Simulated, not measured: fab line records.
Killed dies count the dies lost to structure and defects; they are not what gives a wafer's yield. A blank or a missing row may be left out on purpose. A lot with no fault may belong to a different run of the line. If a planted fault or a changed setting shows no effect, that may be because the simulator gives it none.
fab line records + flow sfq_line
record
- lots=6
- wafers=18
- last_day=92
route steps=325 shown M7@291 I7@296
lots untouched by any fault: they come from a run of this same line in which no faults occurred
start_h: the number of hours between the record's first day and the start of the first shown wafer of the lot + wait_h: how many hours have passed since the lot's step before this one + " unchanged from the row above + L1.1+2: several wafers, shown together as one row + - no value, or no start was given + * or withheld: withheld + < > ~ a bound
route shown NAME@n: names a module that has steps shown in the file, with the first one's number in the route + usual: the fault-free wafers' mean and standard deviation + same: alike in all rows + chamber/n: place in a boat + sites: the reading at each site + _std_site: standard deviation across them + _edge_site: inner sites' mean taken away from outer sites' mean + radius_mm: for every site, how far away it sits from the centre of the wafer + mask NAME#n: copy n + behind: the last tool/chamber to shape the wafer + hold: what put the lot on hold/how long, in hours/how the hold closed + device: the transistor (n, p or np) that didn't switch + end of line: the tests these same wafers got at the end of their route + a step with no rows: only its recipe + killed: dies lost to structure and defects at the first sort, not the wafer's yield + map: a wafer's dies, marking killed ones x, the rest . and places with no die _
set.NAME: setting as actually run; set.NAME@STEP: the setting as run at that earlier step + model.NAME: the simulator's own value behind a step, which no gauge read
lots at some steps of the route; a table a step, a row a wafer
services: the hour from which a tool's chamber was out of use, counted from the record's first day as start_h (under 0 if before that day), plus the number of hours and why
## steps
# step SFQ_M7_OVL_MEAS_945
# usual
- M7_OVL=2/5.2
| lot.wafer | tool       | chamber | start_h | wait_h | M7_OVL[nm] |
|-----------|------------|---------|---------|--------|------------|
| L354.1    | overlay-02 | -       | 2046.25 | 0.1    | 17         |
| L354.2    | "          | -       | "       | "      | 8          |
| L354.4    | "          | -       | "       | "      | 13         |
| L358.1    | overlay-01 | -       | 2060.65 | 0.1    | -4         |
| L358.4    | "          | -       | "       | "      | -2         |
| L358.6    | "          | -       | "       | "      | 0          |
| L359.1    | overlay-01 | -       | 2066.65 | 0.1    | 13         |
| L359.2    | "          | -       | "       | "      | 2          |
| L359.5    | "          | -       | "       | "      | 14         |
| L362.1    | overlay-02 | -       | 2081.05 | 0.1    | 3          |
| L362.5    | "          | -       | "       | "      | -2         |
| L362.6    | "          | -       | "       | "      | 5          |
| L364.1    | overlay-01 | -       | 2088.25 | 0.1    | -1         |
| L364.3    | "          | -       | "       | "      | 0          |
| L364.4    | "          | -       | "       | "      | -1         |
| L366.2    | overlay-01 | -       | 2099.06 | 0.1    | 1          |
| L366.3    | "          | -       | "       | "      | -3         |
| L366.4    | "          | -       | "       | "      | -2         |
# step SFQ_TRILAYER_M7_BARC_OPEN_METAL_ETCH_229
# recipe
- mask_material=PR
- chemistry=O2
- target_depth_nm=125
- target=BARC
- icp_w=600
- bias_w=80
- pressure_mtorr=10
- time_s=41.7
# step SFQ_TRILAYER_M7_ETCH_METAL_ETCH_180
# recipe
- target=Nb
- stop_on=SiO2
- mask_material=PR
- chemistry=Cl2/Ar
- target_depth_nm=240
- icp_w=600
- bias_w=80
- pressure_mtorr=10
- time_s=120
# usual
- drypump_motor_current_A=5.3/0.38
- oes_product_au=0.894/0.0077
# same
- time_s=120
| lot.wafer | tool         | chamber | start_h | wait_h | drypump_motor_current_A | oes_product_au | rf_hours_counter_h |
|-----------|--------------|---------|---------|--------|-------------------------|----------------|--------------------|
| L354.1    | rie_metal-02 | 0       | 2046.35 | 0.0    | 5.7                     | 0.889          | 103                |
| L354.2    | "            | 1       | "       | "      | 4.7                     | 0.893          | 107                |
| L354.4    | "            | 0       | "       | "      | 5.6                     | 0.891          | -                  |
| L358.1    | rie_metal-01 | 0       | 2060.77 | 0.1    | 5.9                     | 0.895          | 35                 |
| L358.4    | "            | 1       | "       | "      | 5.4                     | 0.893          | -                  |
| L358.6    | "            | 0       | "       | "      | 5.8                     | 0.895          | -                  |
| L359.1    | rie_metal-02 | 0       | 2066.75 | 0.0    | 5.7                     | 0.901          | 105                |
| L359.2    | "            | 1       | "       | "      | 4.7                     | 0.902          | 109                |
| L359.5    | "            | 0       | "       | "      | 5.7                     | 0.903          | -                  |
| L362.1    | rie_metal-02 | 1       | 2081.15 | 0.0    | 4.7                     | 0.906          | 111                |
| L362.5    | "            | 0       | "       | "      | 5.7                     | 0.902          | -                  |
| L362.6    | "            | 1       | "       | "      | 4.7                     | 0.894          | -                  |
| L364.1    | rie_metal-02 | 1       | 2088.35 | 0.0    | 4.7                     | 0.888          | 112                |
| L364.3    | "            | 0       | "       | "      | 5.6                     | 0.883          | -                  |
| L364.4    | "            | 1       | "       | "      | 4.7                     | 0.888          | -                  |
| L366.2    | rie_metal-01 | 1       | 2099.25 | 0.1    | 5.4                     | 0.903          | -                  |
| L366.3    | "            | 1       | "       | "      | 5.4                     | 0.903          | -                  |
| L366.4    | "            | 1       | "       | "      | 5.4                     | 0.902          | -                  |
# step SFQ_TRILAYER_M7_STRIP_STRIP_181
# recipe
- gas=O2
- power_w=200
- platen_temp_c=40
- overash_fraction=0.65
- chemistry=O2
- pressure_mtorr=50
# usual
- drypump_motor_current_A=5.3/0.37
- oes_product_au=0.997/0.012
| lot.wafer | tool         | chamber | start_h | wait_h | drypump_motor_current_A | oes_product_au | rf_hours_counter_h |
|-----------|--------------|---------|---------|--------|-------------------------|----------------|--------------------|
| L354.1    | rie_metal-02 | 0       | 2046.47 | 0.1    | 5.7                     | 0.998          | 103                |
| L354.2    | "            | 1       | "       | "      | 4.7                     | 1.018          | 107                |
| L354.4    | "            | 0       | "       | "      | 5.6                     | 1.002          | -                  |
| L358.1    | rie_metal-01 | 0       | 2060.94 | 0.1    | 5.9                     | 0.985          | 35                 |
| L358.4    | "            | 1       | "       | "      | 5.4                     | 1.005          | -                  |
| L358.6    | "            | 0       | "       | "      | 5.8                     | 0.991          | -                  |
| L359.1    | rie_metal-02 | 0       | 2066.87 | 0.1    | 5.7                     | 0.999          | 105                |
| L359.2    | "            | 1       | "       | "      | 4.7                     | 1.016          | 109                |
| L359.5    | "            | 0       | "       | "      | 5.7                     | 0.997          | -                  |
| L362.1    | rie_metal-02 | 1       | 2081.27 | 0.1    | 4.7                     | 1.008          | 111                |
| L362.5    | "            | 0       | "       | "      | 5.7                     | 0.994          | -                  |
| L362.6    | "            | 1       | "       | "      | 4.7                     | 1.020          | -                  |
| L364.1    | rie_metal-02 | 1       | 2088.47 | 0.1    | 4.7                     | 1.021          | 112                |
| L364.3    | "            | 0       | "       | "      | 5.6                     | 1.011          | -                  |
| L364.4    | "            | 1       | "       | "      | 4.7                     | 1.018          | -                  |
| L366.2    | rie_metal-01 | 1       | 2099.66 | 0.4    | 5.4                     | 0.981          | -                  |
| L366.3    | "            | 1       | "       | "      | 5.4                     | 0.994          | -                  |
| L366.4    | "            | 1       | "       | "      | 5.4                     | 0.987          | -                  |
# step SFQ_TRILAYER_M7_STRIP_SOLV_CLEAN_182
# recipe
- chemistry=NMP
- temp_c=70
- time_s=600
# step SFQ_TRILAYER_I7_DEP_PECVD_183
# recipe
- material=SiO2
- temp_c=150
- time_s=111.11
- pressure_torr=2.4
- rf_w=183.3
- precursor=SiH4/N2O
- target_thk_nm=500
# usual
- heater_power_w=88/16
- showerhead_vpp_V=846/32
- throttle_valve_pct=25.4/1.3
# same
- time_s=111.11
| lot.wafer | tool     | chamber | start_h | wait_h | heater_power_w | showerhead_vpp_V | throttle_valve_pct |
|-----------|----------|---------|---------|--------|----------------|------------------|--------------------|
| L354.1    | pecvd-01 | 0       | 2047.25 | 0.0    | 81             | 832              | 26.3               |
| L354.2    | "        | 2       | "       | "      | 95             | 820              | 26.9               |
| L354.4    | "        | 0       | "       | "      | 84             | 837              | 26.6               |
| L358.1    | pecvd-03 | 0       | 2061.91 | 0.0    | 98             | 858              | 26.9               |
| L358.4    | "        | 0       | "       | "      | 98             | 861              | 26.9               |
| L358.6    | "        | 2       | "       | "      | 95             | 889              | 26.1               |
| L359.1    | pecvd-03 | 0       | 2067.65 | 0.0    | 97             | 862              | 27.0               |
| L359.2    | "        | 1       | "       | "      | 106            | 828              | 23.6               |
| L359.5    | "        | 0       | "       | "      | 102            | 854              | 26.6               |
| L362.1    | pecvd-01 | 1       | 2082.05 | 0.0    | 78             | 834              | 24.1               |
| L362.5    | "        | 2       | "       | "      | 112            | 817              | 24.6               |
| L362.6    | "        | 1       | "       | "      | 78             | 845              | 24.3               |
| L364.1    | pecvd-03 | 0       | 2089.25 | 0.0    | 103            | 886              | 27.1               |
| L364.3    | "        | 2       | "       | "      | 86             | 882              | 25.9               |
| L364.4    | "        | 2       | "       | "      | 90             | 896              | 26.2               |
| L366.2    | pecvd-01 | 0       | 2101.01 | 0.0    | 84             | 856              | 23.7               |
| L366.3    | "        | 2       | "       | "      | 114            | 822              | 24.7               |
| L366.4    | "        | 1       | "       | "      | 78             | 836              | 24.1               |
# step SFQ_TRILAYER_I7_CMP_CMP_184
# recipe
- material=SiO2
- down_force_psi=3
- platen_rpm=60
- pad_velocity_m_s=0.94248
# usual
- motor_current_A=9.6/0.6
- retaining_ring_pressure_frac=1.000/0.0054
- time_to_endpoint_s=216/8.1
| lot.wafer | tool   | chamber | start_h | wait_h | motor_current_A | retaining_ring_pressure_frac | time_to_endpoint_s |
|-----------|--------|---------|---------|--------|-----------------|------------------------------|--------------------|
| L354.1    | cmp-02 | 2       | 2053.00 | 5.7    | 9.6             | 1.007                        | 218                |
| L354.2    | "      | 3       | "       | "      | 9.4             | 0.996                        | 217                |
| L354.4    | "      | 1       | 2054.50 | 7.2    | 10.5            | 1.010                        | 210                |
| L358.1    | cmp-01 | 0       | 2061.99 | 0.0    | 8.8             | 1.001                        | 227                |
| L358.4    | "      | 2       | 2062.99 | 1.0    | 9.3             | 0.995                        | 241                |
| L358.6    | "      | 0       | 2063.99 | 2.0    | 9.3             | 1.007                        | 233                |
| L359.2    | cmp-01 | 2       | 2068.23 | 0.5    | 9.1             | 1.003                        | 218                |
| L359.1    | "      | 0       | 2069.23 | 1.5    | 9.1             | 1.005                        | 216                |
| L359.5    | "      | 1       | "       | "      | 9.1             | 0.997                        | 213                |
| L362.1    | cmp-01 | 0       | 2083.13 | 1.0    | 8.9             | 0.995                        | 216                |
| L362.6    | "      | 2       | 2084.13 | 2.0    | 9.3             | 1.000                        | 217                |
| L362.5    | "      | 3       | "       | "      | 10.6            | 1.003                        | 220                |
| L364.3    | cmp-01 | 3       | 2089.33 | 0.0    | 10.2            | 0.991                        | 224                |
| L364.4    | "      | 0       | "       | "      | 8.3             | 0.993                        | 235                |
| L364.1    | "      | 1       | "       | "      | 9.1             | 1.007                        | 220                |
| L366.3    | cmp-02 | 2       | 2101.59 | 0.5    | 9.4             | 0.994                        | 218                |
| L366.2    | "      | 3       | "       | "      | 9.8             | 1.002                        | 202                |
| L366.4    | "      | 0       | "       | "      | 10.9            | 0.992                        | 223                |
# step SFQ_I7_BOW_MEAS_946
# recipe
- mode=bow
# usual
- I7_BOW=6/10
| lot.wafer | tool          | chamber | start_h | wait_h | I7_BOW[um] |
|-----------|---------------|---------|---------|--------|------------|
| L354.1    | film_metro-02 | -       | 2056.00 | 2.5    | -10        |
| L354.2    | "             | -       | "       | "      | 7          |
| L354.4    | "             | -       | "       | "      | 9          |
| L358.1    | film_metro-01 | -       | 2064.99 | 2.5    | 5          |
| L358.4    | "             | -       | "       | "      | -4         |
| L358.6    | "             | -       | "       | "      | 10         |
| L359.1    | film_metro-01 | -       | 2070.73 | 1.0    | 6          |
| L359.2    | "             | -       | "       | "      | -1         |
| L359.5    | "             | -       | "       | "      | -5         |
| L362.1    | film_metro-01 | -       | 2085.13 | 1.5    | 25         |
| L362.5    | "             | -       | "       | "      | 12         |
| L362.6    | "             | -       | "       | "      | 24         |
| L364.1    | film_metro-01 | -       | 2092.33 | 1.5    | 4          |
| L364.3    | "             | -       | "       | "      | 11         |
| L364.4    | "             | -       | "       | "      | 4          |
| L366.2    | film_metro-02 | -       | 2104.11 | 1.5    | 9          |
| L366.3    | "             | -       | "       | "      | 19         |
| L366.4    | "             | -       | "       | "      | 19         |
# step SFQ_TRILAYER_I7_METRO_MEASURE_185
# usual
- thk_nm=200.2/1.1
| lot.wafer | tool          | chamber | start_h | wait_h | thk_nm |
|-----------|---------------|---------|---------|--------|--------|
| L354.1    | film_metro-02 | -       | 2056.12 | 0.1    | 201.1  |
| L354.2    | "             | -       | "       | "      | 200.8  |
| L354.4    | "             | -       | "       | "      | 198.7  |
| L358.1    | film_metro-01 | -       | 2065.11 | 0.1    | 202.0  |
| L358.4    | "             | -       | "       | "      | 200.9  |
| L358.6    | "             | -       | "       | "      | 201.6  |
| L359.1    | film_metro-01 | -       | 2070.85 | 0.1    | 202.0  |
| L359.2    | "             | -       | "       | "      | 201.8  |
| L359.5    | "             | -       | "       | "      | 200.9  |
| L362.1    | film_metro-01 | -       | 2085.25 | 0.1    | 201.5  |
| L362.5    | "             | -       | "       | "      | 200.7  |
| L362.6    | "             | -       | "       | "      | 201.0  |
| L364.1    | film_metro-01 | -       | 2092.45 | 0.1    | 202.1  |
| L364.3    | "             | -       | "       | "      | 201.5  |
| L364.4    | "             | -       | "       | "      | 202.2  |
| L366.2    | film_metro-02 | -       | 2104.41 | 0.3    | 198.7  |
| L366.3    | "             | -       | "       | "      | 200.4  |
| L366.4    | "             | -       | "       | "      | 200.3  |
# step SFQ_TRILAYER_I7_VIA_LITHO_COAT_192
# recipe
- resist=BARC
- spin_rpm=3000
- resist_thk_nm=62
# step SFQ_TRILAYER_I7_VIA_LITHO_COAT_187
# recipe
- resist=KrF
- spin_rpm=3000
- resist_thk_nm=650
# step SFQ_TRILAYER_I7_VIA_LITHO_SOFTBAKE_191
# recipe
- temp_c=withheld
- time_s=withheld
- resist=KrF
# step SFQ_TRILAYER_I7_VIA_LITHO_EXPOSE_188
# recipe
- mask_id=I7
- na=0.6
- source_shape=conventional
- sigma_outer=0.65
- target_cd_nm=1000
- dose_mj=21.3
# usual
- exposure_dose_mJ_cm2=21.296/0.019
- focus_offset_nm=0.0/0.54
- sigma_outer=0.65/0
| lot.wafer | tool           | chamber | start_h | wait_h | mask | exposure_dose_mJ_cm2 | focus_offset_nm | sigma_outer |
|-----------|----------------|---------|---------|--------|------|----------------------|-----------------|-------------|
| L354.1    | krf_scanner-01 | 0       | 2058.07 | -      | I7#0 | 21.287               | 0.5             | 0.65        |
| L354.2    | "              | 0       | "       | "      | I7#0 | 21.311               | -0.2            | 0.65        |
| L354.4    | "              | 0       | "       | "      | I7#0 | 21.276               | 0.5             | 0.65        |
| L358.1    | krf_scanner-01 | -       | 2067.06 | -      | I7#0 | -                    | -               | -           |
| L358.4    | "              | -       | "       | "      | I7#0 | -                    | -               | -           |
| L358.6    | "              | -       | "       | "      | I7#0 | -                    | -               | -           |
| L359.1    | krf_scanner-01 | -       | 2072.80 | -      | I7#0 | -                    | -               | -           |
| L359.2    | "              | -       | "       | "      | I7#0 | -                    | -               | -           |
| L359.5    | "              | -       | "       | "      | I7#0 | -                    | -               | -           |
| L362.1    | krf_scanner-01 | 0       | 2087.20 | -      | I7#0 | 21.287               | -0.5            | 0.65        |
| L362.5    | "              | 0       | "       | "      | I7#0 | 21.279               | 0.2             | 0.65        |
| L362.6    | "              | 0       | "       | "      | I7#0 | 21.311               | 0.0             | 0.65        |
| L364.1    | krf_scanner-01 | 0       | 2094.40 | -      | I7#0 | 21.308               | 0.2             | 0.65        |
| L364.3    | "              | 0       | "       | "      | I7#0 | 21.296               | 0.4             | 0.65        |
| L364.4    | "              | 0       | "       | "      | I7#0 | 21.279               | 0.0             | 0.65        |
| L366.2    | krf_scanner-02 | 0       | 2106.48 | -      | I7#0 | 21.288               | 0.8             | 0.65        |
| L366.3    | "              | 0       | "       | "      | I7#0 | 21.286               | 0.5             | 0.65        |
| L366.4    | "              | 0       | "       | "      | I7#0 | 21.291               | 2.1             | 0.65        |
# step SFQ_TRILAYER_I7_VIA_LITHO_PEB_190
# recipe
- peb_temp_c=115
- peb_time_s=60
- resist=KrF
## services
| tool           | chamber | start_h | hours | kind       |
|----------------|---------|---------|-------|------------|
| cmp-02         | -       | 2031.68 | 6.3   | pm         |
| krf_scanner-01 | -       | 2032.70 | 1.0   | pm         |
| cmp-01         | -       | 2033.77 | 1.1   | repair     |
| cmp-01         | -       | 2037.63 | 0.3   | repair     |
| cmp-02         | -       | 2042.40 | 0.4   | repair     |
| pecvd-01       | -       | 2055.75 | 14.0  | pm         |
| pecvd-01       | 0       | 2055.75 | 14.0  | vent_cycle |
| pecvd-01       | 1       | 2055.75 | 14.0  | vent_cycle |
| pecvd-01       | 2       | 2055.75 | 14.0  | vent_cycle |
| pecvd-01       | -       | 2059.74 | 0.3   | repair     |
| krf_scanner-01 | -       | 2060.99 | 1.3   | pm         |
| pecvd-01       | 0       | 2069.75 | -     | clean      |
| pecvd-01       | 1       | 2069.75 | -     | clean      |
| pecvd-01       | 2       | 2069.75 | -     | clean      |
| krf_scanner-01 | -       | 2081.12 | 0.8   | pm         |
| cmp-02         | -       | 2096.60 | 0.8   | repair     |
| krf_scanner-02 | -       | 2101.15 | 0.8   | pm         |
## key
first_sign
- step=SFQ_TRILAYER_I7_VIA_LITHO_EXPOSE_188
- reading=tool_record
- direction=missing
effect none on later readings
met_at SFQ_TRILAYER_I7_VIA_LITHO_EXPOSE_188
struck_wafers L358.1,L358.4,L358.6,L359.1,L359.2,L359.5
onset_between 2058.07 2067.06
fault
- kind=skipped_step_whole
- tool=krf_scanner-01
- chamber=-
- onset_h=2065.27
- steps=SFQ_TRILAYER_I7_VIA_LITHO_EXPOSE_188
- scope=struck_lots_only
